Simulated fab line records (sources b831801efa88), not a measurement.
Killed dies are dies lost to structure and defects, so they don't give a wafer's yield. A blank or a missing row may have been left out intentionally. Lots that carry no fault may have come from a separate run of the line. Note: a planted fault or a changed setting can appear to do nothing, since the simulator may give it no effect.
fab line records ; flow gf180mcu
record: lots: 13; wafers: 39; lastDay: 34
route steps=602 shown DUAL_GATE@143 CONTACT@309 M1@317
lots that met no fault: from a run of the same line without faults
startH: hours from the record's opening day to when the first of the lot's shown wafers began ; waitH: hours since the lot's step before ; " same as the row above ; L1.1+2: a row that stands for several wafers ; - no value present, or no start provided ; * or withheld: withheld ; < > ~ a bound
route shown NAME@n: a module of which the file shows steps, and the number in the route of the first ; usual: mean/standard deviation taken from wafers without a fault ; same: alike in all rows ; chamber/n: place in a boat ; sites: the reading at each site ; _std_site: standard deviation of those values ; _edge_site: the outer-site mean with the inner-site mean subtracted ; radiusMm: how far each site lies from the wafer's centre ; mask NAME#n: copy n ; behind: the last tool/chamber to shape the wafer ; hold: why the lot went on hold/how many hours it stayed there/how the hold came to an end ; device: the transistor (n, p or np) that didn't switch ; end of line: tests run on the same wafers once the route is complete ; a step given without rows: its recipe and nothing more ; killed: not the wafer's yield, but the dies lost to structure and defects at the first sort ; map: dies across one wafer; x = killed, . = not, _ = none there
set.NAME: the setting the step ran with; set.NAME@STEP: the setting that earlier step ran with ; model.NAME: the simulator's own value behind a step, which no gauge read
steps of the route over a sample of lots; a table a step, a row a wafer
services: from which hour (startH, from the record's first day; less than 0 if before it) a tool's chamber was out of use, for how many hours, and why
== steps ==
step: GF_DUAL_GATE_OXIDATION_02
recipe: tempC: 898.7; ambient: O2; stabiliseS: 600; purgeS: 300; targetThkA: 108.87; oxTimeS: 1602
usual: oxTimeS: 1602/0; spikeTcLowerC: 898.0/0.97
lot.wafer;tool;chamber;startH;waitH;oxTimeS;spikeTcLowerC
L937.1;furnace-01;0;165.06;0.3;1602;898.7
L937.2;furnace-01;0;165.06;0.3;1602;898.0
L937.3;furnace-01;0;165.06;0.3;1602;896.8
L938.1;furnace-02;0;171.44;1.1;1602;898.8
L938.5;furnace-02;0;171.44;1.1;1602;898.7
L938.6;furnace-02;0;171.44;1.1;1602;899.6
L939.1;furnace-01;0;178.14;0.0;1602;896.1
L939.3;furnace-01;0;178.14;0.0;1602;898.2
L939.4;furnace-01;0;178.14;0.0;1602;899.1
L940.1;furnace-02;0;185.13;0.7;1602;897.7
L940.2;furnace-02;0;185.13;0.7;1602;897.1
L940.5;furnace-02;0;185.13;0.7;1602;898.9
L942.3;furnace-02;0;202.08;0.0;1922.4;898.8
L942.5;furnace-02;0;202.08;0.0;1922.4;900.1
L942.6;furnace-02;0;202.08;0.0;1922.4;898.2
L946.2;furnace-02;0;224.27;0.0;1922.4;898.0
L946.4;furnace-02;0;224.27;0.0;1922.4;898.4
L946.5;furnace-02;0;224.27;0.0;1922.4;898.2
L951.3;furnace-01;0;262.43;1.7;1602;896.9
L951.4;furnace-01;0;262.43;1.7;1602;897.6
L951.6;furnace-01;0;262.43;1.7;1602;898.6
L954.1;furnace-01;0;278.76;0.0;1602;897.2
L954.2;furnace-01;0;278.76;0.0;1602;896.9
L954.3;furnace-01;0;278.76;0.0;1602;898.3
L955.2;furnace-02;0;289.07;0.0;1602;897.2
L955.3;furnace-02;0;289.07;0.0;1602;897.9
L955.6;furnace-02;0;289.07;0.0;1602;898.1
L956.1;furnace-01;0;291.51;0.1;1602;896.5
L956.2;furnace-01;0;291.51;0.1;1602;897.1
L956.4;furnace-01;0;291.51;0.1;1602;898.9
L957.3;furnace-01;0;302.17;1.5;1602;898.7
L957.4;furnace-01;0;302.17;1.5;1602;897.6
L957.6;furnace-01;0;302.17;1.5;1602;897.5
L958.3;furnace-01;0;308.78;0.0;1602;898.6
L958.4;furnace-01;0;308.78;0.0;1602;897.8
L958.5;furnace-01;0;308.78;0.0;1602;898.8
L959.1;furnace-01;0;313.01;0.8;1602;899.6
L959.5;furnace-01;0;313.01;0.8;1602;899.0
L959.6;furnace-01;0;313.01;0.8;1602;899.2
step: GF_DUAL_GATE_THK_MEAS_03
recipe: reads: SiO2_of_DUAL_GATE_OXIDATION_02
usual: DUAL_GATE_OXIDATION_00_THK: 10.73/0.2
lot.wafer;tool;chamber;startH;waitH;DUAL_GATE_OXIDATION_00_THK[nm]
L937.1;filmMetro-01;-;166.51;0.0;10.66
L937.2;filmMetro-01;-;166.51;0.0;10.63
L937.3;filmMetro-01;-;166.51;0.0;10.56
L938.1;filmMetro-04;-;172.89;0.0;10.68
L938.5;filmMetro-04;-;172.89;0.0;10.66
L938.6;filmMetro-04;-;172.89;0.0;10.83
L939.1;filmMetro-04;-;179.58;0.0;10.68
L939.3;filmMetro-04;-;179.58;0.0;10.77
L939.4;filmMetro-04;-;179.58;0.0;10.77
L940.1;filmMetro-04;-;186.57;0.0;10.91
L940.2;filmMetro-04;-;186.57;0.0;10.76
L940.5;filmMetro-04;-;186.57;0.0;10.73
L942.3;filmMetro-04;-;203.54;0.0;12.30
L942.5;filmMetro-04;-;203.54;0.0;12.31
L942.6;filmMetro-04;-;203.54;0.0;12.18
L946.2;filmMetro-04;-;225.73;0.0;12.37
L946.4;filmMetro-04;-;225.73;0.0;12.16
L946.5;filmMetro-04;-;225.73;0.0;12.18
L951.3;filmMetro-04;-;263.89;0.0;10.61
L951.4;filmMetro-04;-;263.89;0.0;10.81
L951.6;filmMetro-04;-;263.89;0.0;10.54
L954.1;filmMetro-01;-;280.21;0.0;10.66
L954.2;filmMetro-01;-;280.21;0.0;10.54
L954.3;filmMetro-01;-;280.21;0.0;10.74
L955.2;filmMetro-04;-;290.53;0.0;11.04
L955.3;filmMetro-04;-;290.53;0.0;11.20
L955.6;filmMetro-04;-;290.53;0.0;11.08
L956.1;filmMetro-02;-;292.96;0.0;10.40
L956.2;filmMetro-02;-;292.96;0.0;10.69
L956.4;filmMetro-02;-;292.96;0.0;10.50
L957.3;filmMetro-01;-;303.63;0.0;10.53
L957.4;filmMetro-01;-;303.63;0.0;10.44
L957.6;filmMetro-01;-;303.63;0.0;10.65
L958.3;filmMetro-04;-;310.24;0.0;10.88
L958.4;filmMetro-04;-;310.24;0.0;10.89
L958.5;filmMetro-04;-;310.24;0.0;10.83
L959.1;filmMetro-01;-;314.46;0.0;10.61
L959.5;filmMetro-01;-;314.46;0.0;10.47
L959.6;filmMetro-01;-;314.46;0.0;10.33
step: GF_CONTACT_SPUTTER_22
recipe: material: Ti; targetThkNm: 15; chamberPressurePa: 5; powerW: 2500; substrateTempC: 200; timeS: 80.02
usual: throttleValvePct: 29.9/0.89
lot.wafer;tool;chamber;startH;waitH;throttleValvePct
L937.1;pvdSputter-01;-;367.83;0.0;28.7
L937.2;pvdSputter-01;-;367.83;0.0;29.6
L937.3;pvdSputter-01;-;367.83;0.0;28.8
L938.1;pvdSputter-04;-;381.92;0.0;30.2
L938.5;pvdSputter-04;-;381.92;0.0;31.0
L938.6;pvdSputter-04;-;381.92;0.0;28.4
L939.1;pvdSputter-04;-;388.10;0.0;30.6
L939.3;pvdSputter-04;-;388.10;0.0;29.6
L939.4;pvdSputter-04;-;388.10;0.0;28.8
L940.1;pvdSputter-02;-;400.18;0.0;30.8
L940.2;pvdSputter-02;-;400.18;0.0;29.1
L940.5;pvdSputter-02;-;400.18;0.0;30.5
L942.3;pvdSputter-01;-;424.30;0.0;30.8
L942.5;pvdSputter-01;-;424.30;0.0;29.8
L942.6;pvdSputter-01;-;424.30;0.0;29.1
L946.2;pvdSputter-01;-;452.54;0.0;28.5
L946.4;pvdSputter-01;-;452.54;0.0;29.7
L946.5;pvdSputter-01;-;452.54;0.0;31.0
L951.3;pvdSputter-01;-;497.23;0.0;29.1
L951.4;pvdSputter-01;-;497.23;0.0;29.8
L951.6;pvdSputter-01;-;497.23;0.0;29.8
L954.1;pvdSputter-02;-;517.25;0.0;30.2
L954.2;pvdSputter-02;-;517.25;0.0;30.0
L954.3;pvdSputter-02;-;517.25;0.0;28.8
L955.2;pvdSputter-04;-;533.62;0.0;30.5
L955.3;pvdSputter-04;-;533.62;0.0;28.6
L955.6;pvdSputter-04;-;533.62;0.0;31.0
L956.1;pvdSputter-01;-;536.74;0.0;29.8
L956.2;pvdSputter-01;-;536.74;0.0;28.7
L956.4;pvdSputter-01;-;536.74;0.0;31.1
L957.3;pvdSputter-04;-;544.29;0.0;31.1
L957.4;pvdSputter-04;-;544.29;0.0;29.7
L957.6;pvdSputter-04;-;544.29;0.0;31.2
L958.3;pvdSputter-01;-;555.25;0.0;30.7
L958.4;pvdSputter-01;-;555.25;0.0;28.9
L958.5;pvdSputter-01;-;555.25;0.0;30.9
L959.1;pvdSputter-01;-;562.65;0.0;29.0
L959.5;pvdSputter-01;-;562.65;0.0;31.2
L959.6;pvdSputter-01;-;562.65;0.0;29.7
step: GF_M1_SPUTTER_02
recipe: material: AlCu; targetThkNm: 450; powerW: 10600; timeS: 23.9; chamberPressurePa: 0.4
usual: throttleValvePct: 30.1/0.98
lot.wafer;tool;chamber;startH;waitH;throttleValvePct
L937.1;pvdSputter-04;-;368.64;0.0;30.4
L937.2;pvdSputter-04;-;368.64;0.0;28.6
L937.3;pvdSputter-04;-;368.64;0.0;29.6
L938.1;pvdSputter-01;-;382.73;0.0;29.1
L938.5;pvdSputter-01;-;382.73;0.0;28.7
L938.6;pvdSputter-01;-;382.73;0.0;29.8
L939.1;pvdSputter-03;-;388.91;0.0;31.2
L939.3;pvdSputter-03;-;388.91;0.0;31.1
L939.4;pvdSputter-03;-;388.91;0.0;29.8
L940.1;pvdSputter-04;-;401.00;0.0;30.4
L940.2;pvdSputter-04;-;401.00;0.0;31.2
L940.5;pvdSputter-04;-;401.00;0.0;28.8
L942.3;pvdSputter-04;-;425.11;0.0;28.6
L942.5;pvdSputter-04;-;425.11;0.0;30.4
L942.6;pvdSputter-04;-;425.11;0.0;28.4
L946.2;pvdSputter-03;-;453.35;0.0;30.0
L946.4;pvdSputter-03;-;453.35;0.0;28.8
L946.5;pvdSputter-03;-;453.35;0.0;30.9
L951.3;pvdSputter-04;-;498.04;0.0;29.5
L951.4;pvdSputter-04;-;498.04;0.0;30.4
L951.6;pvdSputter-04;-;498.04;0.0;28.6
L954.1;pvdSputter-04;-;518.06;0.0;31.1
L954.2;pvdSputter-04;-;518.06;0.0;28.5
L954.3;pvdSputter-04;-;518.06;0.0;30.5
L955.2;pvdSputter-04;-;534.43;0.0;29.7
L955.3;pvdSputter-04;-;534.43;0.0;31.2
L955.6;pvdSputter-04;-;534.43;0.0;30.9
L956.1;pvdSputter-04;-;537.55;0.0;29.7
L956.2;pvdSputter-04;-;537.55;0.0;30.4
L956.4;pvdSputter-04;-;537.55;0.0;31.2
L957.3;pvdSputter-03;-;545.10;0.0;29.0
L957.4;pvdSputter-03;-;545.10;0.0;30.0
L957.6;pvdSputter-03;-;545.10;0.0;31.2
L958.3;pvdSputter-03;-;556.07;0.0;31.5
L958.4;pvdSputter-03;-;556.07;0.0;29.1
L958.5;pvdSputter-03;-;556.07;0.0;31.2
L959.1;pvdSputter-04;-;563.46;0.0;30.5
L959.5;pvdSputter-04;-;563.46;0.0;29.7
L959.6;pvdSputter-04;-;563.46;0.0;30.6
step: GF_M1_SPUTTER_03
recipe: material: Ti; targetThkNm: 10; substrateTempC: 300; chamberPressurePa: 0.3; powerW: 3000; timeS: 6.7
usual: throttleValvePct: 30.1/0.97
lot.wafer;tool;chamber;startH;waitH;throttleValvePct
L937.1;pvdSputter-04;-;368.67;0.0;30.4
L937.2;pvdSputter-04;-;368.67;0.0;28.5
L937.3;pvdSputter-04;-;368.67;0.0;29.9
L938.1;pvdSputter-01;-;382.76;0.0;29.0
L938.5;pvdSputter-01;-;382.76;0.0;29.0
L938.6;pvdSputter-01;-;382.76;0.0;29.7
L939.1;pvdSputter-03;-;388.94;0.0;31.4
L939.3;pvdSputter-03;-;388.94;0.0;31.0
L939.4;pvdSputter-03;-;388.94;0.0;29.9
L940.1;pvdSputter-04;-;401.03;0.0;30.6
L940.2;pvdSputter-04;-;401.03;0.0;31.4
L940.5;pvdSputter-04;-;401.03;0.0;28.8
L942.3;pvdSputter-04;-;425.14;0.0;28.7
L942.5;pvdSputter-04;-;425.14;0.0;30.6
L942.6;pvdSputter-04;-;425.14;0.0;28.7
L946.2;pvdSputter-03;-;453.38;0.0;30.4
L946.4;pvdSputter-03;-;453.38;0.0;29.1
L946.5;pvdSputter-03;-;453.38;0.0;31.1
L951.3;pvdSputter-04;-;498.07;0.0;29.9
L951.4;pvdSputter-04;-;498.07;0.0;30.3
L951.6;pvdSputter-04;-;498.07;0.0;28.9
L954.1;pvdSputter-04;-;518.09;0.0;31.1
L954.2;pvdSputter-04;-;518.09;0.0;28.5
L954.3;pvdSputter-04;-;518.09;0.0;30.5
L955.2;pvdSputter-04;-;534.46;0.0;29.5
L955.3;pvdSputter-04;-;534.46;0.0;31.0
L955.6;pvdSputter-04;-;534.46;0.0;31.4
L956.1;pvdSputter-04;-;537.58;0.0;29.7
L956.2;pvdSputter-04;-;537.58;0.0;30.5
L956.4;pvdSputter-04;-;537.58;0.0;31.2
L957.3;pvdSputter-03;-;545.13;0.0;29.0
L957.4;pvdSputter-03;-;545.13;0.0;29.9
L957.6;pvdSputter-03;-;545.13;0.0;31.2
L958.3;pvdSputter-03;-;556.10;0.0;31.5
L958.4;pvdSputter-03;-;556.10;0.0;29.1
L958.5;pvdSputter-03;-;556.10;0.0;31.3
L959.1;pvdSputter-04;-;563.49;0.0;30.7
L959.5;pvdSputter-04;-;563.49;0.0;30.0
L959.6;pvdSputter-04;-;563.49;0.0;30.7
== services ==
tool;chamber;startH;hours;kind
pvdSputter-03;-;146.50;4.5;repair
pvdSputter-01;-;183.43;2.0;repair
pvdSputter-01;-;223.18;1.8;repair
furnace-02;-;225.72;3.7;pm
pvdSputter-02;-;235.43;2.6;repair
furnace-01;-;237.08;3.3;pm
pvdSputter-01;-;239.72;3.1;repair
pvdSputter-03;-;247.88;0.7;repair
pvdSputter-02;-;284.19;4.6;repair
furnace-01;-;303.61;3.5;pm
furnace-01;-;318.80;2.9;pm
pvdSputter-04;-;319.88;3.5;repair
pvdSputter-04;-;383.53;2.6;repair
pvdSputter-01;-;387.89;29.4;repair
furnace-02;-;392.40;4.1;pm
furnace-01;-;405.24;2.7;pm
pvdSputter-03;-;426.64;4.7;repair
pvdSputter-04;-;440.37;13.6;repair
pvdSputter-04;-;445.56;2.9;repair
pvdSputter-02;-;474.44;3.5;repair
furnace-02;-;484.81;4.8;pm
furnace-01;-;486.79;39.9;repair
furnace-02;-;542.67;2.6;pm
furnace-02;-;560.40;3.6;pm
== key ==
firstSign: step: GF_DUAL_GATE_OXIDATION_02; reading: oxTimeS; direction: up; sigmas: 99+; usual: *; struck: *
effect: step: GF_DUAL_GATE_THK_MEAS_03; reading: DUAL_GATE_OXIDATION_00_THK; direction: up; sigmas: 7.6; usual: 10.73; struck: 12.25
metAt GF_DUAL_GATE_OXIDATION_02
struckLots L942,L946
testerLeftOut L942,L946
notActingAt GF_CONTACT_SPUTTER_22,GF_M1_SPUTTER_02,GF_M1_SPUTTER_03
onsetBetween 185.13 202.08
fault: kind: processParameterDrift; tool: furnace-02; chamber: -; onsetH: 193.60; steps: GF_DUAL_GATE_OXIDATION_02; channel: oxTimeS; offset: *; shape: step; endH: 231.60; actsIn: *; stated: *
testerLeftOut: of these lots the tester's yield and bins aren't shown, on N5 and GAA mostly nor the transistor test; their killed dies are dies lost to structure and defects alone, not to doping, threshold or leakage, so they don't give the yield
